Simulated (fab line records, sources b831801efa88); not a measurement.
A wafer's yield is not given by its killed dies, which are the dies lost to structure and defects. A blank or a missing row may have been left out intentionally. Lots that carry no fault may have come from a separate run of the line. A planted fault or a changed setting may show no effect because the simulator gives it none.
8D (eight disciplines) problem report, filled in by code + flow gf180mcu + the parts of the form that need people (team, actions taken, sign-off) are left out

1. THE ISSUE
Wafers without a fault read 159.98 C with a standard deviation of 0.13, while temp c at GF_STI_WET_ETCH_17 averages 146.62 C across 3 wafers of 1 lot. That is -99 or more standard deviations from the usual mean.
The step: etches Si3N4 in H3PO4, target depth 45 nm, time 514 s.
Earliest sighting: wafer L934.1 on wet bench-02 at day 5 06:55. Wafers with a number at this step in the record: 15, from 5 lots. Rule for "out" (also "out of limits"): further than 4 standard deviations from the usual mean. Any other wafer with a number is counted as sound.

2. WHAT IT IS, AND WHAT IT ISN'T
| question                    | is                        | is not                                                                   |
|-----------------------------|---------------------------|--------------------------------------------------------------------------|
| which readings at this step | temp c, bath guard temp C | -                                                                        |
| which lots                  | L934                      | L926, L931, L937, L942                                                   |
| which wafers of those lots  | all that have a number    | -                                                                        |
| read on which tools         | wet bench-02              | wet bench-01                                                             |
| when                        | from day 5 06:55          | up to then (6 sound wafers); but 6 sound wafers of L937, L942 came after |

3. THE SUSPECTS, EACH WITH WHAT RULES IT OUT
Counting: a tool at any process step up to the reading remains a suspect when it ran all the lots that are out and ran no sound lot after the first of those.
- rie diel-03 at GF_STI_ETCH_13 (etches the open film in CHF3/O2, stops on Si, target depth 282.31 nm, time 112.9 s): ruled out as a lasting fault. After its first lot that is out, L934 (day 5 06:38), sound lots L942 ran on it.
- rie si-02 at GF_STI_ETCH_14 (etches Si in HBr/Cl2/O2, target depth 360 nm, time 102.9 s): ruled out as a lasting fault. After its first lot that is out, L934 (day 5 06:43), sound lots L942 ran on it.
- plasma asher-01 at GF_STI_STRIP_15 (strips in O2/N2): kept. It ran the lot that is out, L934 (day 5 06:47), and no sound lot after that.
- wet bench-02 at GF_STI_WET_ETCH_17 (etches Si3N4 in H3PO4, target depth 45 nm, time 514 s): kept. It ran the lot that is out, L934 (day 5 06:55), and no sound lot after that; its last sound lot up to then is L926 (day 3 15:04). On those wafers its own readings are out: bath guard temp C, temp c.
Remaining after the count are plasma asher-01 at GF_STI_STRIP_15 and wet bench-02 at GF_STI_WET_ETCH_17.

4. THE CAUSE (what the simulator had put in)
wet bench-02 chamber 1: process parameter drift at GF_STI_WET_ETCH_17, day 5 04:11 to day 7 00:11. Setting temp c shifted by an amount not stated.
2 suspects survive the count, and this tool is in that group.

5. THE CHAIN OF EFFECTS, in route order
Each row: a reading where the mean over the struck wafers with a number is more than 3 standard deviations away from the usual. Readings are gone through only where the record gives a usual standard deviation; hours: the median, over the lots, of the time from a lot's start at the first step in this table giving one to that lot's start at this step; sigmas: the change measured in usual standard deviations.
| hours | step               | reading           | usual    | on struck wafers | change | sigmas      |
|-------|--------------------|-------------------|----------|------------------|--------|-------------|
| 0     | GF_STI_WET_ETCH_17 | bath guard temp C | 160.0 C  | 147.6            | -12.4  | -25         |
| 0     | GF_STI_WET_ETCH_17 | temp c            | 159.98 C | 146.62           | -13.36 | -99 or more |
Here are the process steps it includes:
- GF_STI_WET_ETCH_17: etches Si3N4 in H3PO4, target depth 45 nm, time 514 s.
Later measuring or inspecting steps at which every struck wafer that the step has a row for has a number for every such reading, and none has moved that far: GF_STI_THK_MEAS_22, GF_STI_THK_MEAS_24.

6. WHAT WOULD HAVE CAUGHT IT SOONER
In this record the first reading out of limits was taken at day 5 06:55, 3 hours after the fault began at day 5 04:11.
